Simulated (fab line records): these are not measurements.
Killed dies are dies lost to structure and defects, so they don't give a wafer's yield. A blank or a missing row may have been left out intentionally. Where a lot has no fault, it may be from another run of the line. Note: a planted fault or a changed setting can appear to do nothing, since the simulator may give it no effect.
fab line records	flow sfqLine
[record] lots = 14	wafers = 42	lastDay = 100
route steps=325 shown M4@160 M5@207 R5@213 I5@235
lots with no fault: from the same line, run without faults
startH: hours from the record's first day to the start of the lot's first wafer shown	waitH: hours since the lot's step before	" repeats the value in the row above	L1.1+2: a single row standing in for several wafers	- no value present, or no start provided	* or withheld: withheld	< > ~ a bound
route shown NAME@n: a module of which the file shows steps, and the number in the route of the first	usual: mean and standard deviation over wafers with no fault	same: alike in all rows	chamber/n: place in a boat	sites: per-site readings	_std_site: standard deviation of those values	_edge_site: mean of outer sites minus mean of inner sites	radiusMm: how far each site lies from the wafer's centre	mask NAME#n: copy n	behind: the most recent tool/chamber to have shaped the wafer	hold: cause of the lot's hold/its duration in hours/its outcome	device: whichever transistor did not switch (one of n, p or np)	end of line: at the end of the route, the tests of the same wafers	a step given without rows: its recipe and nothing more	killed: dies that structure and defects cost at the first sort, which is not the same as the wafer's yield	map: a wafer's dies, marking killed ones x, the rest . and places with no die _
set.NAME: setting as actually run; set.NAME@STEP: the setting as run at that earlier step	model.NAME: the simulator's own value behind a step, which no gauge read
route steps across a sampled set of lots; one table per step, one row per wafer
services: a tool's chamber out of use, with start hour (startH, from the record's first day; less than 0 if before it), hours out, and reason
[[steps]]
[step SFQ_TRILAYER_M4_ETCH_METAL_ETCH_096]
[recipe] target = Nb	stopOn = SiO2	maskMaterial = PR	chemistry = Cl2/Ar	targetDepthNm = 240	icpW = 600	biasW = 80	pressureMtorr = 10	timeS = 120
[usual] drypumpMotorCurrentA = 6.0/0.45	oesProductAu = 0.893/0.0064
lot.wafer	tool	chamber	startH	waitH	drypumpMotorCurrentA	oesProductAu	rfHoursCounterH
L827.1	rieMetal-04	0	1340.83	0.1	6.7	0.896	99
L827.2	"	0	"	"	6.7	0.887	-
L827.3	"	0	"	"	6.7	0.890	-
L828.1	rieMetal-03	1	1369.57	0.0	5.3	0.883	39
L828.3	"	0	"	"	6.0	0.896	-
L828.5	"	1	"	"	5.3	0.905	-
L829.2	rieMetal-01	0	1376.93	0.0	5.8	0.895	12
L829.4	"	1	"	"	5.5	0.891	-
L829.6	"	0	"	"	5.8	0.906	-
L830.2	rieMetal-04	0	1382.77	0.0	6.7	0.905	106
L830.3	"	0	"	"	6.7	0.889	-
L830.6	"	1	"	"	6.1	0.878	-
L832.1	rieMetal-04	1	1397.17	0.0	6.1	0.898	7
L832.4	"	0	"	"	6.7	0.893	-
L832.5	"	1	"	"	6.1	0.894	-
L833.1	rieMetal-04	1	1420.10	0.0	6.1	0.894	13
L833.4	"	0	"	"	6.6	0.889	-
L833.5	"	1	"	"	6.1	0.890	-
L837.1	rieMetal-03	1	1463.67	0.0	5.3	0.891	53
L837.3	"	0	"	"	6.0	0.896	-
L837.5	"	1	"	"	5.2	0.896	-
L842.2	rieMetal-03	0	1488.97	0.1	6.0	0.806	-
L842.3	"	0	"	"	6.0	0.799	-
L842.4	"	0	"	"	6.0	0.808	-
L843.1	rieMetal-03	0	1491.54	0.1	6.0	0.797	39
L843.5	"	0	"	"	6.0	0.801	-
L843.6	"	0	"	"	6.0	0.797	-
L845.3	rieMetal-04	1	1501.46	0.1	6.1	0.898	-
L845.5	"	1	"	"	6.1	0.891	-
L845.6	"	0	"	"	6.7	0.900	-
L847.3	rieMetal-01	1	1508.66	0.1	5.5	0.895	-
L847.4	"	0	"	"	5.8	0.886	-
L847.6	"	1	"	"	5.5	0.884	-
L848.2	rieMetal-04	0	1511.02	0.0	6.7	0.889	123
L848.3	"	1	"	"	6.1	0.895	-
L848.4	"	0	"	"	6.7	0.894	-
L849.1	rieMetal-01	1	1512.22	0.0	5.5	0.900	119
L849.4	"	0	"	"	5.9	0.900	-
L849.5	"	1	"	"	5.5	0.896	-
L850.1	rieMetal-04	0	1530.34	0.0	6.6	0.894	126
L850.3	"	0	"	"	6.6	0.887	-
L850.6	"	0	"	"	6.7	0.896	-
[step SFQ_TRILAYER_M5_STRIP_STRIP_127]
[recipe] gas = O2	powerW = 200	platenTempC = 40	overashFraction = 0.65	chemistry = O2	pressureMtorr = 50
[usual] drypumpMotorCurrentA = 6.0/0.38	oesProductAu = 1.008/0.0091
lot.wafer	tool	chamber	startH	waitH	drypumpMotorCurrentA	oesProductAu	rfHoursCounterH
L827.1	rieMetal-04	0	1484.59	0.1	6.7	1.009	119
L827.2	"	1	"	"	6.1	1.006	22
L827.3	"	1	"	"	6.1	1.008	-
L828.1	rieMetal-02	1	1506.08	0.3	6.3	1.003	121
L828.3	"	1	"	"	6.4	1.002	-
L828.5	"	1	"	"	6.4	1.002	-
L829.2	rieMetal-02	1	1512.57	0.1	6.3	1.008	123
L829.4	"	1	"	"	6.3	1.010	-
L829.6	"	1	"	"	6.3	1.022	-
L830.2	rieMetal-01	0	1520.22	0.5	5.8	0.997	-
L830.3	"	0	"	"	5.8	1.006	-
L830.6	"	0	"	"	5.8	0.995	-
L832.1	rieMetal-01	0	1609.74	0.1	5.8	1.006	51
L832.4	"	1	"	"	5.5	0.969	-
L832.5	"	1	"	"	5.4	0.983	-
L833.1	rieMetal-04	1	1622.24	0.3	6.1	1.007	53
L833.4	"	1	"	"	6.1	1.014	-
L833.5	"	1	"	"	6.1	1.006	-
L837.1	rieMetal-01	0	1646.29	0.1	5.9	1.008	57
L837.3	"	1	"	"	5.5	1.001	-
L837.5	"	0	"	"	5.9	1.007	-
L842.2	rieMetal-01	0	1679.54	0.1	5.8	1.006	62
L842.3	"	1	"	"	5.5	1.001	-
L842.4	"	0	"	"	5.8	1.013	-
L843.1	rieMetal-04	1	1684.34	0.1	6.1	1.016	65
L843.5	"	1	"	"	6.1	1.010	-
L843.6	"	0	"	"	6.7	1.012	-
L845.3	rieMetal-01	1	1692.94	0.3	5.5	0.993	-
L845.5	"	0	"	"	5.8	0.992	-
L845.6	"	1	"	"	5.5	0.989	-
L847.3	rieMetal-02	1	1700.26	0.3	6.3	1.010	-
L847.4	"	0	"	"	5.6	1.009	-
L847.6	"	1	"	"	6.3	1.021	-
L848.2	rieMetal-02	1	1704.86	0.1	6.3	1.003	25
L848.3	"	0	"	"	5.6	1.008	-
L848.4	"	1	"	"	6.3	1.008	-
L849.1	rieMetal-02	0	1707.26	0.1	5.6	1.006	121
L849.4	"	1	"	"	6.3	0.998	-
L849.5	"	1	"	"	6.3	1.010	-
L850.1	rieMetal-02	1	1735.50	0.1	6.3	1.007	29
L850.3	"	0	"	"	5.6	1.009	-
L850.6	"	0	"	"	5.6	1.007	-
[step SFQ_TRILAYER_R5_DEP_SPUTTER_133]
[recipe] material = MoNx	basePressurePa = 1.33e-06	targetThkNm = 40	powerW = 1000	timeS = 66.7	chamberPressurePa = 0.4
[usual] throttleValvePct = 30.3/1.1
lot.wafer	tool	chamber	startH	waitH	throttleValvePct
L827.1	pvdSputter-03	-	1492.45	0.0	31.0
L827.2	"	-	"	"	29.4
L827.3	"	-	"	"	30.3
L828.1	pvdSputter-05	-	1513.22	0.0	29.4
L828.3	"	-	"	"	28.5
L828.5	"	-	"	"	29.3
L829.2	pvdSputter-06	-	1521.03	0.0	32.5
L829.4	"	-	"	"	29.5
L829.6	"	-	"	"	32.7
L830.2	pvdSputter-03	-	1527.03	0.0	30.9
L830.3	"	-	"	"	30.0
L830.6	"	-	"	"	31.1
L832.1	pvdSputter-06	-	1632.28	0.0	29.4
L832.4	"	-	"	"	32.9
L832.5	"	-	"	"	32.9
L833.1	pvdSputter-06	-	1641.28	0.0	30.6
L833.4	"	-	"	"	32.5
L833.5	"	-	"	"	29.9
L837.1	pvdSputter-06	-	1653.37	0.0	30.5
L837.3	"	-	"	"	32.7
L837.5	"	-	"	"	29.5
L842.2	pvdSputter-06	-	1684.62	0.0	29.9
L842.3	"	-	"	"	29.3
L842.4	"	-	"	"	32.5
L843.1	pvdSputter-05	-	1689.42	0.0	29.6
L843.5	"	-	"	"	31.1
L843.6	"	-	"	"	29.6
L845.3	pvdSputter-03	-	1697.82	0.0	30.0
L845.5	"	-	"	"	30.5
L845.6	"	-	"	"	30.1
L847.3	pvdSputter-03	-	1705.15	0.0	30.4
L847.4	"	-	"	"	30.8
L847.6	"	-	"	"	30.6
L848.2	pvdSputter-05	-	1709.95	0.0	31.2
L848.3	"	-	"	"	28.7
L848.4	"	-	"	"	29.6
L849.1	pvdSputter-05	-	1712.95	0.0	31.1
L849.4	"	-	"	"	28.8
L849.5	"	-	"	"	28.5
L850.1	pvdSputter-05	-	1740.59	0.0	29.3
L850.3	"	-	"	"	31.2
L850.6	"	-	"	"	28.8
[step SFQ_I5_OVL_MEAS_936]
[usual] I5_OVL = -2/4.3
lot.wafer	tool	chamber	startH	waitH	I5_OVL[nm]
L827.1	overlay-02	-	1671.20	0.1	1
L827.2	"	-	"	"	5
L827.3	"	-	"	"	4
L828.1	overlay-01	-	1691.25	0.1	-1
L828.3	"	-	"	"	2
L828.5	"	-	"	"	1
L829.2	overlay-01	-	1697.38	0.1	-4
L829.4	"	-	"	"	-3
L829.6	"	-	"	"	-4
L830.2	overlay-02	-	1700.98	0.1	-8
L830.3	"	-	"	"	0
L830.6	"	-	"	"	-2
L832.1	overlay-01	-	1746.01	0.1	-3
L832.4	"	-	"	"	-2
L832.5	"	-	"	"	1
L833.1	overlay-01	-	1758.14	0.1	-7
L833.4	"	-	"	"	-4
L833.5	"	-	"	"	-3
L837.1	overlay-02	-	1777.34	0.1	-3
L837.3	"	-	"	"	-5
L837.5	"	-	"	"	-2
L842.2	overlay-02	-	1825.47	0.1	-1
L842.3	"	-	"	"	2
L842.4	"	-	"	"	3
L843.1	overlay-02	-	1826.66	0.1	-6
L843.5	"	-	"	"	-9
L843.6	"	-	"	"	-2
L845.3	overlay-02	-	1829.07	0.1	4
L845.5	"	-	"	"	1
L845.6	"	-	"	"	-1
L847.3	overlay-02	-	1831.47	0.1	0
L847.4	"	-	"	"	1
L847.6	"	-	"	"	-3
L848.2	overlay-02	-	1854.93	0.1	-4
L848.3	"	-	"	"	-1
L848.4	"	-	"	"	0
L849.1	overlay-02	-	1856.12	0.1	-7
L849.4	"	-	"	"	-12
L849.5	"	-	"	"	-9
L850.1	overlay-02	-	1861.12	0.1	-7
L850.3	"	-	"	"	-11
L850.6	"	-	"	"	-4
[[services]]
tool	chamber	startH	hours	kind
rieMetal-04	1	1324.57	-	clean
rieMetal-04	1	1324.57	-	consumableReplace:focusRing
rieMetal-04	-	1335.74	2.8	pm
rieMetal-03	-	1352.48	0.8	repair
rieMetal-03	-	1359.54	0.2	repair
rieMetal-02	-	1366.26	2.8	pm
rieMetal-02	1	1373.43	2.6	repair
pvdSputter-06	-	1376.31	3.2	repair
rieMetal-04	0	1399.92	19.3	repair
rieMetal-01	-	1434.22	0.7	repair
rieMetal-01	-	1452.93	2.8	pm
rieMetal-02	1	1458.45	2.2	repair
rieMetal-03	1	1474.67	3.4	repair
rieMetal-02	0	1495.85	15.1	repair
rieMetal-03	-	1522.90	10.0	pm
rieMetal-01	-	1565.26	1.2	repair
rieMetal-04	0	1590.23	15.3	repair
pvdSputter-03	-	1592.08	5.6	repair
rieMetal-04	0	1630.51	16.6	repair
pvdSputter-03	-	1653.92	1.0	repair
rieMetal-02	-	1688.57	1.2	repair
pvdSputter-03	-	1705.73	11.2	repair
pvdSputter-03	-	1728.85	1.0	repair
rieMetal-03	-	1736.39	1.4	pm
[[key]]
[firstSign] step = SFQ_TRILAYER_M4_ETCH_METAL_ETCH_096	reading = oesProductAu	direction = down	sigmas = 14	usual = 0.893	struck = 0.801
effect none on later readings
metAt SFQ_TRILAYER_M4_ETCH_METAL_ETCH_096
struckLots L842,L843
notActingAt SFQ_TRILAYER_M5_STRIP_STRIP_127,SFQ_TRILAYER_R5_DEP_SPUTTER_133,SFQ_I5_OVL_MEAS_936
onsetBetween 1463.67 1488.97
[fault] kind = processParameterDrift	tool = rieMetal-03	chamber = -	onsetH = 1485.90	steps = SFQ_TRILAYER_M4_ETCH_METAL_ETCH_096	channel = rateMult	offset = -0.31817	shape = step	endH = 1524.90
